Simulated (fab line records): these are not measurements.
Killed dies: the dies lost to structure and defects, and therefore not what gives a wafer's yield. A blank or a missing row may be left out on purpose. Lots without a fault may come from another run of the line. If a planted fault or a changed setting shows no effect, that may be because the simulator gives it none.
fab line records	flow sfq_line
[record] lots = 14	wafers = 42	last_day = 92
route steps=325 shown M2@99 M4@149 I4@163 R5@212
lots with no fault: from the same line, run without faults
start_h: start of the lot's first displayed wafer, in hours after the record's first day	wait_h: how many hours have passed since the lot's step before this one	" identical to the entry in the row above	L1.1+2: one row covering several wafers at once	- no value, or no start given	* or withheld: withheld	< > ~ a bound
route shown NAME@n: a module of which the file shows steps, and the number in the route of the first	usual: mean/standard deviation taken from wafers without a fault	same: alike in all rows	chamber/n: place in a boat	sites: each site's reading	_std_site: standard deviation across them	_edge_site: outer sites' mean less inner sites'	radius_mm: for every site, how far away it sits from the centre of the wafer	mask NAME#n: copy n	behind: the tool/chamber that last shaped the wafer	hold: the reason the lot was held/the length of the hold in hours/how it ended	device: the n, p or np transistor that did not switch	end of line: at the end of the route, the tests of the same wafers	a step with no rows: only its recipe	killed: not the wafer's yield, but the dies lost to structure and defects at the first sort	map: dies across one wafer; x = killed, . = not, _ = none there
set.NAME: the setting the step ran with; set.NAME@STEP: the setting that earlier step ran with	model.NAME: the simulator's own value behind a step, which no gauge read
one table for each step of the route and one row for each wafer, over a sample of lots
services: when a tool's chamber went out of use (start_h, in hours from the record's first day, below 0 if earlier), for how many hours, and the reason
[[steps]]
[step SFQ_TRILAYER_M2_BARC_OPEN_METAL_ETCH_077]
[recipe] mask_material = PR	chemistry = O2	target_depth_nm = 125	target = BARC	icp_w = 600	bias_w = 80	pressure_mtorr = 10	time_s = 41.7
[usual] chamber_pressure_mTorr = 10.001/0.0097	drypump_motor_current_A = 5.7/0.41	oes_product_au = 0.685/0.0045	rf_fwd_power_W = 592.9/2.9
lot.wafer	tool	chamber	start_h	wait_h	chamber_pressure_mTorr	drypump_motor_current_A	oes_product_au	rf_fwd_power_W	rf_hours_counter_h
L481.4	rie_metal-02	1	750.73	0.0	10.010	6.3	0.685	592.1	-
L481.5	"	1	"	"	9.999	6.3	0.684	587.4	-
L481.6	"	0	"	"	9.987	5.5	0.688	588.4	-
L482.1	rie_metal-03	1	754.31	0.0	9.988	5.2	0.688	592.6	102
L482.2	"	0	"	"	10.009	5.9	0.691	594.3	123
L482.5	"	0	"	"	9.979	5.9	0.687	594.3	-
L485.1	rie_metal-03	0	789.11	0.0	10.000	5.9	0.683	596.5	127
L485.4	"	0	"	"	9.993	5.9	0.681	595.7	-
L485.5	"	0	"	"	10.013	5.9	0.688	595.5	-
L487.1	rie_metal-02	0	802.44	0.0	9.999	5.5	0.684	590.9	9
L487.3	"	0	"	"	10.003	5.5	0.682	591.6	-
L487.5	"	1	"	"	9.988	6.3	0.692	590.0	-
L494.3	rie_metal-02	1	877.23	0.0	10.007	6.3	0.686	591.1	-
L494.4	"	0	"	"	10.008	5.6	0.690	590.7	-
L494.6	"	0	"	"	10.006	5.5	0.687	588.9	-
L495.2	rie_metal-02	1	891.19	0.0	10.014	6.3	0.682	587.4	44
L495.3	"	0	"	"	10.000	5.5	0.680	587.3	-
L495.5	"	0	"	"	9.998	5.6	0.686	589.0	-
L496.1	rie_metal-03	0	897.19	0.0	10.008	6.0	0.685	594.0	145
L496.3	"	0	"	"	9.993	6.0	0.690	594.9	-
L496.5	"	1	"	"	10.005	5.2	0.686	593.3	-
L498.1	rie_metal-03	0	910.79	0.0	10.005	5.9	0.688	594.9	147
L498.2	"	1	"	"	9.998	5.2	0.686	595.9	127
L498.5	"	0	"	"	9.991	5.9	0.689	596.6	-
L499.3	rie_metal-01	1	943.21	0.0	9.991	6.0	0.686	592.5	-
L499.4	"	0	"	"	10.007	5.3	0.687	600.6	-
L499.5	"	1	"	"	9.993	6.0	0.685	592.6	-
L500.1	rie_metal-01	0	1004.76	0.0	9.987	5.3	0.688	594.5	94
L500.2	"	1	"	"	9.995	6.0	0.690	591.8	101
L500.6	"	1	"	"	10.018	6.0	0.686	594.3	-
L501.3	rie_metal-03	0	1072.11	0.0	9.993	5.9	0.687	593.1	-
L501.4	"	1	"	"	10.011	5.2	0.684	594.0	-
L501.6	"	1	"	"	9.997	5.2	0.687	596.0	-
L502.3	rie_metal-01	0	1079.31	0.0	9.986	5.3	0.684	594.3	-
L502.5	"	0	"	"	9.994	5.3	0.688	592.1	-
L502.6	"	1	"	"	9.978	6.0	0.688	590.0	-
L503.1	rie_metal-02	1	1088.89	0.0	10.015	6.3	0.693	588.9	66
L503.2	"	0	"	"	10.001	5.5	0.693	590.1	42
L503.6	"	0	"	"	10.005	5.5	0.688	589.6	-
L504.1	rie_metal-01	0	1109.29	0.0	9.981	5.3	0.683	596.0	108
L504.2	"	1	"	"	9.993	6.0	0.687	591.7	112
L504.6	"	0	"	"	10.011	5.3	0.688	595.8	-
[step SFQ_TRILAYER_M4_DEP_SPUTTER_091]
[recipe] material = Nb	base_pressure_pa = 1.33e-06	chamber_pressure_pa = 0.1333	substrate_temp_c = 20	resputter_cathode_voltage_v = 400	target_thk_nm = 200	power_w = 2000	time_s = 133.3
[usual] base_pressure_pa = 1.34e-06/9.2e-08	throttle_valve_pct = 29.9/1.3
lot.wafer	tool	chamber	start_h	wait_h	base_pressure_pa	throttle_valve_pct
L481.4	pvd_sputter-04	-	1198.30	0.0	1.4e-06	29.9
L481.5	"	-	"	"	1.36e-06	30.5
L481.6	"	-	"	"	1.3e-06	29.7
L482.1	pvd_sputter-03	-	1203.70	0.0	1.34e-06	30.8
L482.2	"	-	"	"	1.33e-06	29.7
L482.5	"	-	"	"	1.43e-06	29.3
L485.1	pvd_sputter-03	-	1240.30	0.0	1.2e-06	30.3
L485.4	"	-	"	"	1.34e-06	27.9
L485.5	"	-	"	"	1.17e-06	29.3
L487.1	pvd_sputter-03	-	1251.73	0.0	1.46e-06	29.6
L487.3	"	-	"	"	1.33e-06	30.4
L487.5	"	-	"	"	1.27e-06	30.6
L494.3	pvd_sputter-03	-	1313.35	0.0	1.42e-06	29.4
L494.4	"	-	"	"	1.39e-06	30.7
L494.6	"	-	"	"	1.3e-06	29.7
L495.2	pvd_sputter-05	-	1327.08	0.0	1.41e-06	28.0
L495.3	"	-	"	"	1.15e-06	31.6
L495.5	"	-	"	"	1.4e-06	31.2
L496.1	pvd_sputter-05	-	1336.61	0.0	1.42e-06	31.7
L496.3	"	-	"	"	1.24e-06	28.3
L496.5	"	-	"	"	1.38e-06	30.9
L498.1	pvd_sputter-03	-	1346.23	0.0	1.32e-06	29.6
L498.2	"	-	"	"	1.34e-06	28.0
L498.5	"	-	"	"	1.29e-06	28.2
L499.3	pvd_sputter-05	-	1347.41	0.0	1.24e-06	31.8
L499.4	"	-	"	"	1.4e-06	30.8
L499.5	"	-	"	"	1.25e-06	31.4
L500.1	pvd_sputter-05	-	1349.81	0.0	1.41e-06	31.2
L500.2	"	-	"	"	1.52e-06	31.6
L500.6	"	-	"	"	1.22e-06	31.6
L501.3	pvd_sputter-05	-	1359.41	0.0	1.4e-06	28.1
L501.4	"	-	"	"	1.41e-06	31.3
L501.6	"	-	"	"	1.3e-06	28.4
L502.3	pvd_sputter-05	-	1364.23	0.0	1.27e-06	31.6
L502.5	"	-	"	"	1.22e-06	31.5
L502.6	"	-	"	"	1.35e-06	31.3
L503.1	pvd_sputter-03	-	1373.89	0.0	1.36e-06	29.7
L503.2	"	-	"	"	1.34e-06	29.7
L503.6	"	-	"	"	1.22e-06	29.6
L504.1	pvd_sputter-03	-	1388.21	0.0	1.17e-06	30.6
L504.2	"	-	"	"	1.27e-06	29.4
L504.6	"	-	"	"	1.36e-06	29.5
[step SFQ_M4_RS_MEAS_924]
[recipe] thk_meas_gauge = four-point-probe	reads = Nb_of_TRILAYER_M4_DEP_SPUTTER_091
[usual] M4_NB_RS = 0.897/0.013
lot.wafer	tool	chamber	start_h	wait_h	M4_NB_RS[ohm/sq]
L481.4	film_metro-03	-	1198.45	0.1	0.882
L481.5	"	-	"	"	0.895
L481.6	"	-	"	"	0.882
L482.1	film_metro-01	-	1203.79	0.0	0.907
L482.2	"	-	"	"	0.900
L482.5	"	-	"	"	0.902
L485.1	film_metro-03	-	1240.39	0.0	0.726
L485.4	"	-	"	"	0.712
L485.5	"	-	"	"	0.711
L487.1	film_metro-01	-	1251.82	0.0	0.707
L487.3	"	-	"	"	0.910
L487.5	"	-	"	"	0.724
L494.3	film_metro-04	-	1313.48	0.1	0.895
L494.4	"	-	"	"	0.913
L494.6	"	-	"	"	0.911
L495.2	film_metro-03	-	1327.20	0.1	0.901
L495.3	"	-	"	"	0.880
L495.5	"	-	"	"	0.873
L496.1	film_metro-01	-	1336.70	0.0	0.884
L496.3	"	-	"	"	0.906
L496.5	"	-	"	"	0.908
L498.1	film_metro-01	-	1346.39	0.1	0.903
L498.2	"	-	"	"	0.904
L498.5	"	-	"	"	0.903
L499.3	film_metro-03	-	1347.54	0.1	0.905
L499.4	"	-	"	"	0.926
L499.5	"	-	"	"	0.896
L500.1	film_metro-03	-	1349.90	0.0	0.883
L500.2	"	-	"	"	0.894
L500.6	"	-	"	"	0.892
L501.3	film_metro-03	-	1359.54	0.1	0.904
L501.4	"	-	"	"	0.916
L501.6	"	-	"	"	0.904
L502.3	film_metro-01	-	1364.36	0.1	0.895
L502.5	"	-	"	"	0.894
L502.6	"	-	"	"	0.892
L503.1	film_metro-01	-	1373.98	0.0	0.905
L503.2	"	-	"	"	0.893
L503.6	"	-	"	"	0.900
L504.1	film_metro-03	-	1388.30	0.0	0.906
L504.2	"	-	"	"	0.897
L504.6	"	-	"	"	0.916
[step SFQ_TRILAYER_M4_ETCH_METAL_ETCH_096]
[recipe] target = Nb	stop_on = SiO2	mask_material = PR	chemistry = Cl2/Ar	target_depth_nm = 240	icp_w = 600	bias_w = 80	pressure_mtorr = 10	time_s = 120
[usual] chamber_pressure_mTorr = 9.999/0.0086	drypump_motor_current_A = 5.8/0.41	oes_product_au = 0.891/0.0085	rf_fwd_power_W = 596.3/2.4
lot.wafer	tool	chamber	start_h	wait_h	chamber_pressure_mTorr	drypump_motor_current_A	oes_product_au	rf_fwd_power_W	rf_hours_counter_h
L481.4	rie_metal-02	0	1328.63	0.1	9.991	5.5	0.900	595.7	-
L481.5	"	1	"	"	9.992	6.3	0.898	596.4	-
L481.6	"	0	"	"	9.992	5.5	0.906	596.8	-
L482.1	rie_metal-02	1	1336.91	0.0	9.998	6.3	0.885	595.2	100
L482.2	"	0	"	"	10.000	5.5	0.886	592.7	79
L482.5	"	1	"	"	9.998	6.3	0.894	596.4	-
L485.1	rie_metal-02	0	1365.71	0.0	10.000	5.6	0.989	594.3	83
L485.4	"	1	"	"	10.006	6.3	1.012	593.9	-
L485.5	"	1	"	"	9.978	6.3	1.014	593.2	-
L487.1	rie_metal-02	0	1376.51	0.0	9.992	5.5	1.002	593.8	85
L487.3	"	0	"	"	10.000	5.5	0.891	596.3	-
L487.5	"	0	"	"	10.009	5.5	0.985	593.2	-
L494.3	rie_metal-01	0	1436.33	0.1	9.985	5.3	0.899	599.7	-
L494.4	"	1	"	"	10.004	6.0	0.886	594.0	-
L494.6	"	1	"	"	10.007	6.0	0.884	594.5	-
L495.2	rie_metal-02	0	1447.09	0.0	9.999	5.5	0.890	597.9	94
L495.3	"	1	"	"	9.986	6.3	0.910	596.5	-
L495.5	"	0	"	"	9.985	5.5	0.900	596.7	-
L496.1	rie_metal-02	0	1453.11	0.1	10.005	5.5	0.887	594.3	95
L496.3	"	0	"	"	10.004	5.5	0.885	592.8	-
L496.5	"	0	"	"	9.990	5.5	0.888	597.0	-
L498.1	rie_metal-03	1	1467.49	0.0	9.988	5.1	0.889	599.0	54
L498.2	"	0	"	"	10.001	5.9	0.886	596.7	70
L498.5	"	0	"	"	10.008	5.9	0.895	598.0	-
L499.3	rie_metal-01	1	1471.13	0.1	10.010	6.0	0.892	599.1	-
L499.4	"	0	"	"	9.994	5.3	0.873	600.2	-
L499.5	"	0	"	"	9.978	5.3	0.892	598.8	-
L500.1	rie_metal-02	0	1475.89	0.0	9.999	5.5	0.900	597.4	98
L500.2	"	1	"	"	10.003	6.3	0.893	593.6	118
L500.6	"	0	"	"	10.008	5.5	0.892	597.6	-
L501.3	rie_metal-01	0	1480.73	0.1	9.991	5.3	0.883	605.6	-
L501.4	"	1	"	"	10.008	6.0	0.883	596.7	-
L501.6	"	0	"	"	10.006	5.3	0.892	603.0	-
L502.3	rie_metal-02	0	1485.56	0.1	9.994	5.5	0.902	594.5	-
L502.5	"	0	"	"	9.996	5.6	0.886	597.6	-
L502.6	"	1	"	"	10.010	6.3	0.896	595.3	-
L503.1	rie_metal-01	0	1492.69	0.0	9.996	5.3	0.882	596.2	30
L503.2	"	1	"	"	9.991	6.0	0.894	592.8	35
L503.6	"	1	"	"	9.987	6.0	0.886	595.7	-
L504.1	rie_metal-02	1	1503.49	0.0	10.004	6.3	0.888	593.1	122
L504.2	"	0	"	"	9.992	5.5	0.884	591.3	101
L504.6	"	1	"	"	9.994	6.3	0.882	596.2	-
[step SFQ_TRILAYER_I4_DEP_PECVD_099]
[recipe] material = SiO2	temp_c = 150	time_s = 111.11	pressure_torr = 2.4	rf_w = 183.3	precursor = SiH4/N2O	target_thk_nm = 500
[usual] heater_power_outer_w = 25/5	heater_power_w = 74/9.1	rf_fwd_power_W = 182.3/0.62	showerhead_vpp_V = 829/33	throttle_valve_pct = 24.6/1.6
lot.wafer	tool	chamber	start_h	wait_h	heater_power_outer_w	heater_power_w	rf_fwd_power_W	showerhead_vpp_V	throttle_valve_pct
L481.4	pecvd-04	1	1329.54	0.0	22	75	182.6	816	25.1
L481.5	"	2	"	"	23	73	182.3	862	24.0
L481.6	"	0	"	"	26	69	182.8	808	28.0
L482.1	pecvd-02	2	1337.83	0.0	26	72	181.8	855	23.8
L482.2	"	1	"	"	24	66	182.0	755	24.5
L482.5	"	0	"	"	32	80	181.0	826	25.9
L485.1	pecvd-02	0	1366.61	0.0	37	88	183.2	830	25.9
L485.4	"	0	"	"	26	74	181.9	828	25.5
L485.5	"	0	"	"	29	77	181.4	832	25.8
L487.1	pecvd-02	2	1377.41	0.0	21	64	181.5	869	23.8
L487.3	"	0	"	"	36	88	181.0	822	26.0
L487.5	"	2	"	"	22	67	181.3	864	23.7
L494.3	pecvd-01	2	1437.19	0.0	18	77	182.5	780	24.1
L494.4	"	0	"	"	24	74	182.5	873	23.5
L494.6	"	2	"	"	21	82	182.4	812	24.2
L495.2	pecvd-01	1	1447.99	0.0	29	77	182.4	834	22.8
L495.3	"	2	"	"	26	87	182.1	790	24.1
L495.5	"	2	"	"	26	89	182.7	795	24.2
L496.1	pecvd-04	1	1454.25	0.0	29	83	182.4	828	25.5
L496.3	"	0	"	"	26	67	183.0	829	28.7
L496.5	"	2	"	"	19	67	181.7	859	24.1
L498.1	pecvd-04	0	1468.56	0.0	24	65	182.3	803	28.6
L498.2	"	1	"	"	22	73	182.5	830	25.2
L498.5	"	1	"	"	25	77	181.9	821	25.2
L499.3	pecvd-01	1	1471.99	0.0	30	75	182.8	837	23.1
L499.4	"	2	"	"	26	87	182.1	808	24.2
L499.5	"	1	"	"	30	77	182.4	839	22.8
L500.1	pecvd-04	1	1476.79	0.0	35	89	182.1	833	25.4
L500.2	"	0	"	"	23	67	182.0	816	28.9
L500.6	"	2	"	"	18	64	181.4	851	24.2
L501.3	pecvd-01	2	1481.59	0.0	27	88	181.9	798	24.3
L501.4	"	1	"	"	25	69	183.7	826	23.1
L501.6	"	0	"	"	30	81	183.0	856	23.6
L502.3	pecvd-02	0	1486.65	0.0	36	87	180.8	825	25.6
L502.5	"	0	"	"	37	86	181.4	844	25.9
L502.6	"	2	"	"	28	74	182.1	844	23.6
L503.1	pecvd-04	2	1493.59	0.0	20	67	182.2	872	24.3
L503.2	"	0	"	"	16	57	182.9	816	29.0
L503.6	"	2	"	"	22	69	181.7	860	24.0
L504.1	pecvd-01	2	1504.39	0.0	24	86	182.4	798	24.3
L504.2	"	0	"	"	31	82	182.2	868	23.9
L504.6	"	2	"	"	26	90	181.8	809	24.2
[step SFQ_TRILAYER_R5_DEP_SPUTTER_132]
[recipe] material = Ti	base_pressure_pa = 1.33e-06	target_thk_nm = 5	power_w = 2000	time_s = 5	chamber_pressure_pa = 0.4
[usual] base_pressure_pa = 1.33e-06/7.8e-08	throttle_valve_pct = 29.8/1.1
lot.wafer	tool	chamber	start_h	wait_h	base_pressure_pa	throttle_valve_pct
L481.4	pvd_sputter-06	-	1576.30	0.4	1.43e-06	30.1
L481.5	"	-	"	"	1.33e-06	29.2
L481.6	"	-	"	"	1.36e-06	31.3
L482.1	pvd_sputter-04	-	1587.10	1.0	1.28e-06	29.7
L482.2	"	-	"	"	1.38e-06	30.2
L482.5	"	-	"	"	1.4e-06	30.5
L485.1	pvd_sputter-04	-	1634.94	1.0	1.29e-06	27.1
L485.4	"	-	"	"	1.28e-06	29.9
L485.5	"	-	"	"	1.31e-06	29.8
L487.1	pvd_sputter-04	-	1643.94	1.0	1.37e-06	27.6
L487.3	"	-	"	"	1.5e-06	29.8
L487.5	"	-	"	"	1.32e-06	29.8
L494.3	pvd_sputter-06	-	1721.39	0.6	1.31e-06	31.5
L494.4	"	-	"	"	1.37e-06	29.5
L494.6	"	-	"	"	1.33e-06	30.0
L495.2	pvd_sputter-04	-	1724.39	0.8	1.33e-06	30.4
L495.3	"	-	"	"	1.25e-06	29.8
L495.5	"	-	"	"	1.26e-06	30.2
L496.1	pvd_sputter-06	-	1727.39	1.0	1.26e-06	31.6
L496.3	"	-	"	"	1.4e-06	29.5
L496.5	"	-	"	"	1.28e-06	31.2
L498.1	pvd_sputter-06	-	1744.66	1.0	1.36e-06	29.4
L498.2	"	-	"	"	1.36e-06	31.2
L498.5	"	-	"	"	1.35e-06	31.2
L499.3	pvd_sputter-06	-	1752.93	0.6	1.33e-06	31.3
L499.4	"	-	"	"	1.39e-06	30.7
L499.5	"	-	"	"	1.35e-06	30.7
L500.1	pvd_sputter-03	-	1757.73	1.0	1.34e-06	28.2
L500.2	"	-	"	"	1.32e-06	30.6
L500.6	"	-	"	"	1.31e-06	29.4
L501.3	pvd_sputter-06	-	1762.53	0.6	1.16e-06	29.5
L501.4	"	-	"	"	1.27e-06	31.3
L501.6	"	-	"	"	1.31e-06	31.3
L502.3	pvd_sputter-03	-	1767.33	0.6	1.36e-06	28.1
L502.5	"	-	"	"	1.34e-06	29.7
L502.6	"	-	"	"	1.33e-06	30.6
L503.1	pvd_sputter-03	-	1770.97	1.0	1.3e-06	29.8
L503.2	"	-	"	"	1.34e-06	28.0
L503.6	"	-	"	"	1.36e-06	28.0
L504.1	pvd_sputter-03	-	1778.60	1.0	1.37e-06	29.4
L504.2	"	-	"	"	1.3e-06	28.1
L504.6	"	-	"	"	1.3e-06	29.6
[[services]]
tool	chamber	start_h	hours	kind
rie_metal-02	-	783.36	0.5	repair
pvd_sputter-03	-	830.92	2.0	repair
rie_metal-01	-	883.20	14.6	pm
rie_metal-02	0	978.11	22.8	repair
rie_metal-02	-	1036.35	2.0	repair
rie_metal-01	-	1036.86	0.3	repair
rie_metal-01	-	1037.41	2.8	pm
rie_metal-01	1	1085.12	9.8	repair
pvd_sputter-03	-	1154.93	1.0	repair
pvd_sputter-03	-	1162.75	2.9	repair
rie_metal-02	1	1188.84	15.4	repair
rie_metal-01	-	1222.14	0.3	repair
pvd_sputter-03	-	1268.92	2.4	repair
rie_metal-02	-	1281.98	1.4	pm
rie_metal-02	-	1292.12	1.8	repair
pvd_sputter-03	-	1351.25	5.1	repair
rie_metal-01	-	1420.82	0.2	repair
rie_metal-02	-	1451.27	0.7	repair
rie_metal-01	-	1474.81	1.4	pm
rie_metal-02	-	1585.15	2.8	pm
rie_metal-02	1	1615.20	3.7	repair
pvd_sputter-03	-	1740.14	6.9	repair
rie_metal-01	0	1752.37	4.8	repair
rie_metal-01	-	1773.49	4.3	pm
[[key]]
[first_sign] step = SFQ_M4_RS_MEAS_924	reading = M4_NB_RS	direction = down	sigmas = 14	usual = 0.897	struck = 0.716
[effect] step = SFQ_TRILAYER_M4_ETCH_METAL_ETCH_096	reading = oes_product_au	direction = up	sigmas = 13	usual = 0.891	struck = 1.001
met_at SFQ_TRILAYER_M4_DEP_SPUTTER_091
struck_lots L485,L487
struck_wafers L485.1,L485.4,L485.5,L487.1,L487.5
not_acting_at SFQ_TRILAYER_M2_BARC_OPEN_METAL_ETCH_077,SFQ_TRILAYER_I4_DEP_PECVD_099,SFQ_TRILAYER_R5_DEP_SPUTTER_132
onset_between 1203.70 1240.30
[fault] kind = process_parameter_drift	tool = pvd_sputter-03	chamber = -	onset_h = 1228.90	steps = SFQ_TRILAYER_M4_DEP_SPUTTER_091	channel = time_s	offset = *	shape = step	end_h = 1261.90	scope = struck_wafers_only	acts_in = *	stated = *
